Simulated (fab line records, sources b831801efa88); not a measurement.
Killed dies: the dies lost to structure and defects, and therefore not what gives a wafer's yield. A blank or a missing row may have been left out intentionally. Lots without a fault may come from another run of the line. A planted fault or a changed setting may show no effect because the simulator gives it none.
fab line records | flow gf180mcu | part 1 of 2: steps 1 to 27 of 37
[record] lots = 5 wafers = 15 last-day = 33
route steps=602 shown PSD@256 NSD@262 SAB@264 SALICIDE@278 CONTACT@287
lots with no fault: from the same line, run without faults
start-h: start of the lot's first displayed wafer, in hours after the record's first day | wait-h: hours since the lot's step before | " unchanged from the row above | L1.1+2: one row covering several wafers at once | - either no value or no given start | * or withheld: withheld | < > ~ a bound
route shown NAME@n: a module of which the file shows steps, and the number in the route of the first | usual: mean/standard deviation of fault-free wafers | same: alike in all rows | chamber/n: place in a boat | sites: each site's reading | _std_site: how widely they spread, as a standard deviation | _edge_site: outer sites' mean less inner sites' | radius-mm: how far each site lies from the wafer's centre | mask NAME#n: copy n | behind: the most recent tool/chamber to have shaped the wafer | hold: cause of the lot's hold/its duration in hours/its outcome | device: the transistor (n, p or np) that didn't switch | end of line: the route-end tests of the same wafers | a step without rows: its recipe alone | killed: dies lost to structure and defects at the first sort, not the wafer's yield | map: a wafer's dies, marking killed ones x, the rest . and places with no die _
set.NAME: the run value of the setting; set.NAME@STEP: its run value at that earlier step | model.NAME: the simulator's own value behind a step, which no gauge read
a table for each step, a row for each wafer; lots at some steps of the route
services: from which hour (start-h, from the record's first day; less than 0 if before it) a tool's chamber was out of use, for how many hours, and why
[[steps]]
[step GF_PSD_OVL_MEAS_08]
[usual] PSD_OVL = -0.7/1.3
// columns lot.wafer tool chamber start-h wait-h PSD_OVL[nm]
L081.1 overlay-02 - 378.56 0.1 0.0
L081.3 " - " " 0.6
L081.5 " - " " 0.6
L085.1 overlay-01 - 414.07 0.1 -3.9
L085.4 " - " " -3.7
L085.5 " - " " -3.0
L089.1 overlay-01 - 444.31 0.1 -1.6
L089.3 " - " " -0.4
L089.5 " - " " 0.6
L093.3 overlay-02 - 480.60 0.1 -0.6
L093.4 " - " " -1.2
L093.5 " - " " -0.1
L094.1 overlay-02 - 488.44 0.1 -1.7
L094.3 " - " " -0.2
L094.6 " - " " -0.7
[step GF_PSD_IMPLANT_09]
[recipe] species = BF2 energy-kev = 40 dose-cm2 = 1.5e+15 tilt-deg = 7
// columns lot.wafer tool chamber start-h wait-h
L081.1+3+5 implanter-02 0 378.59 0.0
L085.1+4+5 implanter-04 0 414.11 0.0
L089.1+3+5 implanter-04 0 444.34 0.0
L093.3+4+5 implanter-03 0 480.67 0.1
L094.1+3+6 implanter-03 0 488.47 0.0
[step GF_PSD_STRIP_10]
[recipe] chemistry = O2/N2 power-w = 1400 pressure-mtorr = 1500 platen-temp-c = 250 o2-flow-sccm = 3000 n2-flow-sccm = 300 overash-fraction = 0.5
[usual] drypump-motor-current-A = 5.85/0.18 heater-power-w = 335/18 oes-product-au = 0.592/0.0041 strip-time-to-endpoint-s = 16.51/0.04
// columns lot.wafer tool chamber start-h wait-h drypump-motor-current-A heater-power-w oes-product-au rf-hours-counter-h strip-time-to-endpoint-s
L081.1 plasma-asher-01 0 378.89 0.2 5.76 321 0.588 29 16.48
L081.3 " 0 " " 5.79 317 0.591 - 16.53
L081.5 " 1 " " 6.02 351 0.595 - 16.53
L085.1 plasma-asher-03 1 414.26 0.1 6.16 336 0.588 79 16.50
L085.4 " 0 " " 5.81 324 0.590 - 16.50
L085.5 " 0 " " 5.83 331 0.600 - 16.51
L089.1 plasma-asher-03 1 444.49 0.1 6.19 344 0.589 82 16.50
L089.3 " 1 " " 6.16 335 0.595 - 16.50
L089.5 " 1 " " 6.22 347 0.601 - 16.49
L093.3 plasma-asher-04 0 480.81 0.1 5.72 320 0.594 - 16.50
L093.4 " 1 " " 5.62 326 0.588 - 16.51
L093.5 " 0 " " 5.72 331 0.601 - 16.53
L094.1 plasma-asher-01 0 488.62 0.1 5.82 319 0.596 40 16.50
L094.3 " 1 " " 6.02 367 0.590 - 16.49
L094.6 " 0 " " 5.81 322 0.589 - 16.46
[step GF_PSD_TW_MEAS_11]
[usual] PSD_TW = 3172/23
// columns lot.wafer tool chamber start-h wait-h PSD_TW
L081.1 film-metro-01 - 378.99 0.1 3146
L081.3 " - " " 3143
L081.5 " - " " 3150
L085.1 film-metro-01 - 414.36 0.1 3174
L085.4 " - " " 3147
L085.5 " - " " 3154
L089.1 film-metro-02 - 444.59 0.1 3187
L089.3 " - " " 3208
L089.5 " - " " 3173
L093.3 film-metro-02 - 480.89 0.1 3188
L093.4 " - " " 3191
L093.5 " - " " 3184
L094.1 film-metro-01 - 488.72 0.1 3165
L094.3 " - " " 3172
L094.6 " - " " 3186
[step GF_PSD_CLEAN_12]
[recipe] chemistry = SC1/SC2 mix = 1:4:20 temp-c = 70 time-s = 150 dry = n2-spin
// columns lot.wafer tool chamber start-h wait-h
L081.1+3+5 wet-bench-04 2 379.05 0.1
L085.1+4+5 wet-bench-03 0 414.42 0.1
L089.1+3+5 wet-bench-03 3 444.65 0.1
L093.3+4+5 wet-bench-03 2 480.93 0.0
L094.1+3+6 wet-bench-02 1 488.78 0.1
[step GF_PSD_RTA_13]
[recipe] temp-c = 1025 time-s = 20 ambient = N2
[usual] lamp-power-pct = 34/7.3 wafer_temp_C_max = 1029.0/0.75
// columns lot.wafer tool chamber start-h wait-h lamp-power-pct wafer_temp_C_max
L081.1 rtp-anneal-01 0 379.10 0.0 26 1029.0
L081.3 " 0 " " 26 1028.9
L081.5 " 0 " " 26 1029.3
L085.1 rtp-anneal-01 0 414.47 0.0 26 1029.4
L085.4 " 0 " " 26 1029.2
L085.5 " 0 " " 26 1028.8
L089.1 rtp-anneal-01 0 444.70 0.0 26 1028.5
L089.3 " 0 " " 26 1028.8
L089.5 " 0 " " 26 1029.0
L093.3 rtp-anneal-02 0 481.01 0.0 40 1029.6
L093.4 " 0 " " 40 1028.8
L093.5 " 0 " " 40 1027.8
L094.1 rtp-anneal-02 0 488.83 0.0 40 1027.4
L094.3 " 0 " " 40 1029.4
L094.6 " 0 " " 40 1029.4
[step GF_PSD_RS_MEAS_14]
[recipe] thk-meas-gauge = four-point-probe
[usual] NSD_RS = 46.10/0.096
// columns lot.wafer tool chamber start-h wait-h NSD_RS[ohm/sq]
L081.1 film-metro-01 - 379.19 0.1 46.03
L081.3 " - " " 46.02
L081.5 " - " " 45.98
L085.1 film-metro-04 - 414.55 0.1 46.09
L085.4 " - " " 46.12
L085.5 " - " " 46.18
L089.1 film-metro-01 - 444.79 0.1 46.13
L089.3 " - " " 46.05
L089.5 " - " " 46.11
L093.3 film-metro-02 - 481.11 0.1 46.17
L093.4 " - " " 46.22
L093.5 " - " " 46.15
L094.1 film-metro-01 - 488.92 0.1 45.95
L094.3 " - " " 46.06
L094.6 " - " " 46.03
[step GF_PSD_RS_MEAS_15]
[recipe] thk-meas-gauge = four-point-probe
[usual] PSD_RS = 108.50/0.29
// columns lot.wafer tool chamber start-h wait-h PSD_RS[ohm/sq]
L081.1 film-metro-01 - 379.31 0.1 108.24
L081.3 " - " " 108.16
L081.5 " - " " 108.18
L085.1 film-metro-04 - 414.67 0.1 108.47
L085.4 " - " " 108.74
L085.5 " - " " 108.87
L089.1 film-metro-01 - 444.91 0.1 108.48
L089.3 " - " " 108.40
L089.5 " - " " 108.35
L093.3 film-metro-02 - 481.23 0.1 108.77
L093.4 " - " " 108.77
L093.5 " - " " 108.78
L094.1 film-metro-01 - 489.04 0.1 107.87
L094.3 " - " " 108.31
L094.6 " - " " 108.31
[step GF_SAB_CVD_00]
[recipe] material = SiO2 target-thk-nm = 50 precursor = TEOS temp-c = 400 time-s = 4.9302 rf-w = 600
[usual] heater-power-outer-w = 346/49 heater-power-w = 608/60
// columns lot.wafer tool chamber start-h wait-h heater-power-outer-w heater-power-w
L081.1 pecvd-01 1 379.43 0.1 321 582
L081.3 " 0 " " 300 558
L081.5 " 2 " " 353 616
L085.1 pecvd-01 0 414.79 0.1 336 606
L085.4 " 2 " " 341 622
L085.5 " 0 " " 334 603
L089.1 pecvd-01 2 445.03 0.1 407 700
L089.3 " 0 " " 275 529
L089.5 " 1 " " 330 601
L093.3 pecvd-04 2 481.31 0.1 461 747
L093.4 " 1 " " 433 654
L093.5 " 0 " " 411 675
L094.1 pecvd-03 2 489.16 0.1 299 568
L094.3 " 0 " " 317 563
L094.6 " 0 " " 329 578
[step GF_SAB_THK_MEAS_01]
[recipe] reads = SiO2_of_SAB_CVD_00
[usual] SAB_CVD_00_THK = 49.9/0.64
// columns lot.wafer tool chamber start-h wait-h SAB_CVD_00_THK[nm]
L081.1 film-metro-02 - 379.45 0.0 50.2
L081.3 " - " " 50.1
L081.5 " - " " 51.0
L085.1 film-metro-01 - 414.81 0.0 49.9
L085.4 " - " " 50.5
L085.5 " - " " 50.6
L089.1 film-metro-02 - 445.04 0.0 49.7
L089.3 " - " " 50.0
L089.5 " - " " 50.6
L093.3 film-metro-01 - 481.35 0.0 49.2
L093.4 " - " " 49.9
L093.5 " - " " 49.5
L094.1 film-metro-02 - 489.18 0.0 50.0
L094.3 " - " " 49.8
L094.6 " - " " 50.6
[step GF_SAB_DEHYDRATE_02]
[recipe] temp-c = 200 time-s = 60
[usual] exhaust-pa = 44.8/0.89
// columns lot.wafer tool chamber start-h wait-h exhaust-pa
L081.1 litho-track-03 0 390.05 10.6 45.6
L081.3 " 0 " " 43.6
L081.5 " 0 " " 45.8
L085.1 litho-track-03 0 426.10 11.3 43.8
L085.4 " 0 " " 43.1
L085.5 " 0 " " 42.5
L089.1 litho-track-01 0 456.57 11.5 43.6
L089.3 " 0 " " 43.0
L089.5 " 0 " " 44.4
L093.3 litho-track-01 0 492.17 10.8 44.1
L093.4 " 0 " " 45.0
L093.5 " 0 " " 45.7
L094.1 litho-track-03 0 499.95 10.8 45.5
L094.3 " 0 " " 44.4
L094.6 " 0 " " 43.9
[step GF_SAB_HMDS_03]
[recipe] prime-time-s = 60 prime-temp-c = 120
[usual] exhaust-pa = 45.0/0.89
// columns lot.wafer tool chamber start-h wait-h exhaust-pa
L081.1 litho-track-03 0 390.20 0.1 44.9
L081.3 " 0 " " 44.1
L081.5 " 0 " " 45.7
L085.1 litho-track-03 0 426.25 0.1 45.0
L085.4 " 0 " " 44.9
L085.5 " 0 " " 46.4
L089.1 litho-track-01 0 456.72 0.1 46.3
L089.3 " 0 " " 44.1
L089.5 " 0 " " 44.7
L093.3 litho-track-01 0 492.32 0.1 45.1
L093.4 " 0 " " 43.7
L093.5 " 0 " " 46.2
L094.1 litho-track-03 0 500.10 0.1 45.3
L094.3 " 0 " " 46.4
L094.6 " 0 " " 46.2
[step GF_SAB_COAT_04]
[recipe] resist = NOVOLAK spin-rpm = 3000 resist-thk-nm = 1000
[usual] exhaust-pa = 44.9/0.81
// columns lot.wafer tool chamber start-h wait-h exhaust-pa
L081.1 litho-track-03 0 390.35 0.1 44.2
L081.3 " 0 " " 45.7
L081.5 " 0 " " 44.5
L085.1 litho-track-03 0 426.40 0.1 45.8
L085.4 " 0 " " 46.2
L085.5 " 0 " " 43.6
L089.1 litho-track-01 0 456.87 0.1 44.9
L089.3 " 0 " " 44.7
L089.5 " 0 " " 44.6
L093.3 litho-track-01 0 492.47 0.1 44.8
L093.4 " 0 " " 42.7
L093.5 " 0 " " 44.9
L094.1 litho-track-03 0 500.25 0.1 43.4
L094.3 " 0 " " 43.8
L094.6 " 0 " " 43.8
[step GF_SAB_SOFTBAKE_05]
[recipe] temp-c = 90 time-s = 60 resist = NOVOLAK
[usual] exhaust-pa = 45.2/0.86
// columns lot.wafer tool chamber start-h wait-h exhaust-pa
L081.1 litho-track-03 0 390.50 0.1 43.7
L081.3 " 0 " " 44.0
L081.5 " 0 " " 44.5
L085.1 litho-track-03 0 426.55 0.1 45.9
L085.4 " 0 " " 45.9
L085.5 " 0 " " 46.1
L089.1 litho-track-01 0 457.02 0.1 45.3
L089.3 " 0 " " 44.8
L089.5 " 0 " " 44.4
L093.3 litho-track-01 0 492.62 0.1 45.6
L093.4 " 0 " " 45.7
L093.5 " 0 " " 45.1
L094.1 litho-track-03 0 500.40 0.1 45.8
L094.3 " 0 " " 45.1
L094.6 " 0 " " 47.0
[step GF_SAB_EXPOSE_06]
[recipe] mask-id = SAB target-cd-nm = 420 na = 0.6 source-shape = conventional sigma-outer = 0.6 dose-mj = 140
[same] sigma-outer = 0.6
// columns lot.wafer tool chamber start-h wait-h mask
L081.1+3+5 iline-stepper-01 0 - - SAB#0
L085.1+4+5 iline-stepper-01 0 - - SAB#0
L089.1+3+5 iline-stepper-02 0 - - SAB#0
L093.3+4+5 iline-stepper-01 0 - - SAB#0
L094.1+3+6 iline-stepper-02 0 - - SAB#0
[step GF_SAB_PEB_07]
[recipe] temp-c = withheld time-s = * resist = NOVOLAK
[usual] exhaust-pa = 45.0/0.78
// columns lot.wafer tool chamber start-h wait-h exhaust-pa
L081.1 litho-track-01 0 - - 44.9
L081.3 " 0 " " 45.7
L081.5 " 0 " " 44.4
L085.1 litho-track-03 0 - - 45.7
L085.4 " 0 " " 43.7
L085.5 " 0 " " 45.2
L089.1 litho-track-01 0 - - 44.6
L089.3 " 0 " " 45.1
L089.5 " 0 " " 45.4
L093.3 litho-track-03 0 - - 45.9
L093.4 " 0 " " 45.3
L093.5 " 0 " " 44.6
L094.1 litho-track-01 0 - - 45.0
L094.3 " 0 " " 44.2
L094.6 " 0 " " 44.5
[step GF_SAB_DEVELOP_08]
[recipe] develop-time-s = 60 dev-temp-c = 23
[usual] developer-temp-C = 23.00/0.11 exhaust-pa = 44.9/0.87
// columns lot.wafer tool chamber start-h wait-h developer-temp-C exhaust-pa
L081.1 litho-track-01 0 402.42 0.1 23.08 44.1
L081.3 " 0 " " 23.14 44.6
L081.5 " 0 " " 22.99 45.7
L085.1 litho-track-03 0 438.70 0.1 22.98 44.3
L085.4 " 0 " " 23.05 44.2
L085.5 " 0 " " 23.10 43.8
L089.1 litho-track-01 0 468.92 0.1 23.17 45.0
L089.3 " 0 " " 23.03 44.6
L089.5 " 0 " " 23.20 46.4
L093.3 litho-track-03 0 504.35 0.1 22.94 45.2
L093.4 " 0 " " 22.99 44.4
L093.5 " 0 " " 22.97 44.9
L094.1 litho-track-01 0 512.27 0.1 23.01 46.1
L094.3 " 0 " " 23.00 45.7
L094.6 " 0 " " 22.89 45.5
[step GF_SAB_CD_MEAS_09]
[recipe] target-cd-nm = 420
[usual] cd-nm = 420.2/2.4
// columns lot.wafer tool chamber start-h wait-h cd-nm
L081.1 cd-sem-01 - 402.57 0.1 420.5
L081.3 " - " " 418.4
L081.5 " - " " 417.8
L085.1 cd-sem-01 - 438.85 0.1 414.6
L085.4 " - " " 415.0
L085.5 " - " " 415.9
L089.1 cd-sem-02 - 469.07 0.1 420.8
L089.3 " - " " 421.2
L089.5 " - " " 419.3
L093.3 cd-sem-02 - 504.49 0.1 422.0
L093.4 " - " " 417.8
L093.5 " - " " 419.8
L094.1 cd-sem-01 - 512.42 0.1 416.0
L094.3 " - " " 417.2
L094.6 " - " " 416.3
[step GF_SAB_OVL_MEAS_10]
[usual] SAB_OVL = 0.9/1.3
// columns lot.wafer tool chamber start-h wait-h SAB_OVL[nm]
L081.1 overlay-02 - 402.69 0.1 0.3
L081.3 " - " " 2.3
L081.5 " - " " 3.9
L085.1 overlay-01 - 438.97 0.1 0.9
L085.4 " - " " 0.6
L085.5 " - " " -0.4
L089.1 overlay-02 - 469.19 0.1 3.2
L089.3 " - " " 3.8
L089.5 " - " " 3.0
L093.3 overlay-02 - 504.58 0.1 -0.9
L093.4 " - " " 0.9
L093.5 " - " " -0.1
L094.1 overlay-01 - 512.54 0.1 0.5
L094.3 " - " " -0.6
L094.6 " - " " 1.2
[step GF_SAB_ETCH_11]
[recipe] chemistry = C4F8/O2/Ar mask-material = NOVOLAK target = SiO2 target-depth-nm = 55 source-w = 1500 bias-w = 1200 pressure-mtorr = 40 c4f8-flow-sccm = withheld O2_flow_sccm = 6 Ar_flow_sccm = 300 time-s = 8.5
[usual] oes-product-au = 1.004/0.0086
// columns lot.wafer tool chamber start-h wait-h oes-product-au rf-hours-counter-h
L081.1 rie-diel-04 2 402.72 0.0 1.004 86
L081.3 " 1 " " 0.996 11
L081.5 " 2 " " 1.002 -
L085.1 rie-diel-04 1 439.01 0.0 1.004 13
L085.4 " 0 " " 1.011 49
L085.5 " 1 " " 0.994 -
L089.1 rie-diel-03 3 469.22 0.0 0.990 4
L089.3 " 0 " " 0.999 101
L089.5 " 0 " " 0.997 -
L093.3 rie-diel-01 0 504.60 0.0 0.996 11
L093.4 " 3 " " 0.981 24
L093.5 " 1 " " 0.998 -
L094.1 rie-diel-03 0 512.57 0.0 0.993 0
L094.3 " 2 " " 1.006 10
L094.6 " 0 " " 0.992 -
[step GF_SAB_WET_ETCH_12]
[recipe] chemistry = dHF target-depth-nm = 22 dry = n2-spin target = SiO2 temp-c = 25 dilution = 100:1 time-s = 440
// columns lot.wafer tool chamber start-h wait-h
L081.1+3+5 wet-bench-04 1 402.75 0.0
L085.1+4+5 wet-bench-01 1 439.03 0.0
L089.1+3+5 wet-bench-02 2 469.24 0.0
L093.3+4+5 wet-bench-01 2 504.63 0.0
L094.1+3+6 wet-bench-02 1 512.59 0.0
[step GF_SAB_STRIP_13]
[recipe] chemistry = O2/N2 power-w = 1400 pressure-mtorr = 1500 platen-temp-c = 250 o2-flow-sccm = 3000 n2-flow-sccm = 300 overash-fraction = 0.5
[usual] drypump-motor-current-A = 5.78/0.17 heater-power-w = 333/18 oes-product-au = 0.709/0.0042 strip-time-to-endpoint-s = 12.61/0.037
// columns lot.wafer tool chamber start-h wait-h drypump-motor-current-A heater-power-w oes-product-au rf-hours-counter-h strip-time-to-endpoint-s
L081.1 plasma-asher-01 0 402.89 0.0 5.78 319 0.719 32 12.61
L081.3 " 0 " " 5.85 320 0.711 - 12.61
L081.5 " 1 " " 5.97 357 0.719 - 12.63
L085.1 plasma-asher-01 1 439.16 0.0 5.97 369 0.706 36 12.60
L085.4 " 0 " " 5.80 326 0.716 - 12.66
L085.5 " 1 " " 6.01 358 0.700 - 12.62
L089.1 plasma-asher-02 0 469.40 0.0 5.62 344 0.713 66 12.60
L089.3 " 0 " " 5.59 340 0.713 - 12.66
L089.5 " 1 " " 6.09 312 0.711 - 12.67
L093.3 plasma-asher-01 0 504.79 0.0 5.80 329 0.713 - 12.65
L093.4 " 1 " " 6.01 367 0.712 - 12.60
L093.5 " 0 " " 5.80 327 0.710 - 12.63
L094.1 plasma-asher-04 1 512.72 0.0 5.62 344 0.714 9 12.56
L094.3 " 1 " " 5.61 334 0.717 - 12.59
L094.6 " 0 " " 5.70 323 0.708 - 12.57
[step GF_SALICIDE_CLEAN_00]
[recipe] chemistry = SC1/SC2 mix = 1:4:20 temp-c = 70 time-s = 150
// columns lot.wafer tool chamber start-h wait-h
L081.1+3+5 wet-bench-03 1 402.99 0.1
L085.1+4+5 wet-bench-03 1 439.26 0.1
L089.1+3+5 wet-bench-01 3 469.50 0.1
L093.3+4+5 wet-bench-03 0 504.86 0.0
L094.1+3+6 wet-bench-01 0 512.82 0.1
[step GF_SALICIDE_WET_ETCH_01]
[recipe] chemistry = dHF target-depth-nm = 5 dry = ipa-marangoni target = SiO2 temp-c = 25 dilution = 100:1 time-s = 100
// columns lot.wafer tool chamber start-h wait-h
L081.1+3+5 wet-bench-01 1 403.04 0.0
L085.1+4+5 wet-bench-01 0 439.31 0.0
L089.1+3+5 wet-bench-02 2 469.55 0.0
L093.3+4+5 wet-bench-01 3 504.91 0.0
L094.1+3+6 wet-bench-02 2 512.87 0.0
[step GF_SALICIDE_SPUTTER_02]
[recipe] material = Co target-thk-nm = 10 power-w = 1000 time-s = 20 chamber-pressure-pa = 0.4
[usual] cathode-dc-power-W = 1000.00/0.18 throttle-valve-pct = 29.8/0.78
// columns lot.wafer tool chamber start-h wait-h cathode-dc-power-W throttle-valve-pct
L081.1 pvd-sputter-01 - 403.07 0.0 1000.1 31.6
L081.3 " - " " 999.97 30.3
L081.5 " - " " 1000.0 31.8
L085.1 pvd-sputter-02 - 439.34 0.0 1000.0 28.5
L085.4 " - " " 1000.1 28.7
L085.5 " - " " 999.90 30.1
L089.1 pvd-sputter-02 - 469.59 0.0 1000.2 28.5
L089.3 " - " " 999.56 30.4
L089.5 " - " " 999.91 28.8
L093.3 pvd-sputter-04 - 504.94 0.0 1000.00 29.9
L093.4 " - " " 1000.1 29.9
L093.5 " - " " 1000.2 30.2
L094.1 pvd-sputter-01 - 512.91 0.0 999.93 30.4
L094.3 " - " " 1000.2 31.7
L094.6 " - " " 1000.2 30.3
[step GF_SALICIDE_SPUTTER_03]
[recipe] material = TiN target-thk-nm = 20 power-w = 6500 time-s = 16.7 chamber-pressure-pa = 0.4
[usual] cathode-dc-power-W = 6499.8/1.1 throttle-valve-pct = 29.8/0.79
// columns lot.wafer tool chamber start-h wait-h cathode-dc-power-W throttle-valve-pct
L081.1 pvd-sputter-01 - 403.10 0.0 6499.4 31.5
L081.3 " - " " 6500.5 29.9
L081.5 " - " " 6499.0 31.9
L085.1 pvd-sputter-02 - 439.37 0.0 6498.3 28.4
L085.4 " - " " 6500.5 28.5
L085.5 " - " " 6499.4 30.1
L089.1 pvd-sputter-02 - 469.62 0.0 6500.1 28.7
L089.3 " - " " 6499.1 30.2
L089.5 " - " " 6500.4 28.6
L093.3 pvd-sputter-04 - 504.97 0.0 6499.9 29.8
L093.4 " - " " 6499.0 29.6
L093.5 " - " " 6499.1 29.9
L094.1 pvd-sputter-01 - 512.94 0.0 6501.6 30.0
L094.3 " - " " 6500.8 31.5
L094.6 " - " " 6498.7 30.1
[step GF_SALICIDE_RS_MEAS_04]
[recipe] thk-meas-gauge = four-point-probe reads = TiN_of_SALICIDE_SPUTTER_03+Co_of_SALICIDE_SPUTTER_02
[usual] SALICIDE_TIN_RS = 16.34/0.27
// columns lot.wafer tool chamber start-h wait-h SALICIDE_TIN_RS[ohm/sq]
L081.1 film-metro-03 - 403.13 0.0 16.45
L081.3 " - " " 16.52
L081.5 " - " " 16.53
L085.1 film-metro-01 - 439.40 0.0 16.55
L085.4 " - " " 16.60
L085.5 " - " " 16.10
L089.1 film-metro-01 - 469.65 0.0 16.61
L089.3 " - " " 16.45
L089.5 " - " " 16.47
L093.3 film-metro-04 - 505.04 0.1 16.17
L093.4 " - " " 15.86
L093.5 " - " " 16.27
L094.1 film-metro-04 - 512.96 0.0 16.23
L094.3 " - " " 16.10
L094.6 " - " " 16.11
